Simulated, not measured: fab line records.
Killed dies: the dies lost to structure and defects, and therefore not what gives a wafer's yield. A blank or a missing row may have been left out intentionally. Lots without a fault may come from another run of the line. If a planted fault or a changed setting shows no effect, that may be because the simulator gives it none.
Chamber matching | flow gf180mcu | GF_V5_CMP_26 on cmp-01 has 4 sister chambers
The step polishes, stops on SiO2, t overpolish 15 s, target thk 0 nm. 16 wafers are shown with their chamber, then 8 later ones without.

== EACH WAFER AND ITS CHAMBER ==
wafer  | chamber | motorCurrentA (A) | timeToEndpointS (s) | overpolishRunS (s)
L909.1 | 0       | 13.0              | 85                  | 14.997
L909.4 | 2       | 10.8              | 87                  | 14.989
L909.5 | 3       | 11.5              | 89                  | 14.997
L910.3 | 1       | 11.7              | 85                  | 14.990
L910.4 | 3       | 11.0              | 90                  | 14.984
L910.5 | 1       | 12.9              | 83                  | 15.018
L911.1 | 1       | 12.3              | 88                  | 14.991
L911.2 | 2       | 11.1              | 91                  | 15.005
L911.4 | 0       | 12.7              | 92                  | 15.006
L915.3 | 2       | 10.3              | 89                  | 14.998
L915.5 | 3       | 11.4              | 89                  | 15.018
L915.6 | 2       | 11.0              | 87                  | 15.007
L917.1 | 1       | 12.9              | 86                  | 14.995
L917.3 | 3       | 11.7              | 91                  | 14.988
L917.4 | 2       | 10.4              | 87                  | 15.006
L919.1 | 1       | 12.2              | 83                  | 15.012

SIGNATURES (means of the wafers above)
reading         | chamber 0 | chamber 1 | chamber 2 | chamber 3 | scatter within a chamber
motorCurrentA   | 12.850    | 12.400    | 10.720    | 11.400    | 0.393
timeToEndpointS | 88.50     | 85.00     | 88.20     | 89.75     | 2.2
overpolishRunS  | 15.00150  | 15.00120  | 15.00100  | 14.99675  | 0.0116
Rule: a wafer's distance from a chamber is the root of the sum, over the readings, of the square of ((its reading less the chamber's mean) divided by the reading's scatter). The wafer belongs to the nearest chamber; if the next one is less than 2 further off, it can't be placed. The scatter: take each reading less its chamber's mean, square it, sum over the shown wafers, divide by the number of wafers less the number of chambers, and take the root.

== WAFERS WITHOUT THEIR CHAMBER ==
wafer  | motorCurrentA (A) | timeToEndpointS (s) | overpolishRunS (s)
L919.2 | 11.4              | 91                  | 15.009
L919.3 | 10.5              | 89                  | 15.003
L921.1 | 12.7              | 83                  | 15.003
L921.3 | 10.7              | 88                  | 14.987
L921.6 | 12.3              | 87                  | 14.995
L928.2 | 12.2              | 83                  | 14.996
L928.3 | 10.7              | 82                  | 14.997
L928.6 | 11.3              | 85                  | 14.997

== WHICH CHAMBER EACH ONE RAN IN ==
wafer  | from the rows above          | in truth
L919.2 | can't be placed: 3 or 2      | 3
L919.3 | can't be placed: 2 or 3      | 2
L921.1 | can't be placed: 1 or 0      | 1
L921.3 | can't be placed: 2 or 3      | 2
L921.6 | can't be placed: 1 or 0 or 3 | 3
L928.2 | can't be placed: 1 or 0      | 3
L928.3 | can't be placed: 2 or 3 or 1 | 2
L928.6 | can't be placed: 2 or 3 or 1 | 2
Correctly placed: 0 of 8. Unplaceable from these rows: 8, with the true chamber sitting among the candidates in 7. Wrongly placed: 0.
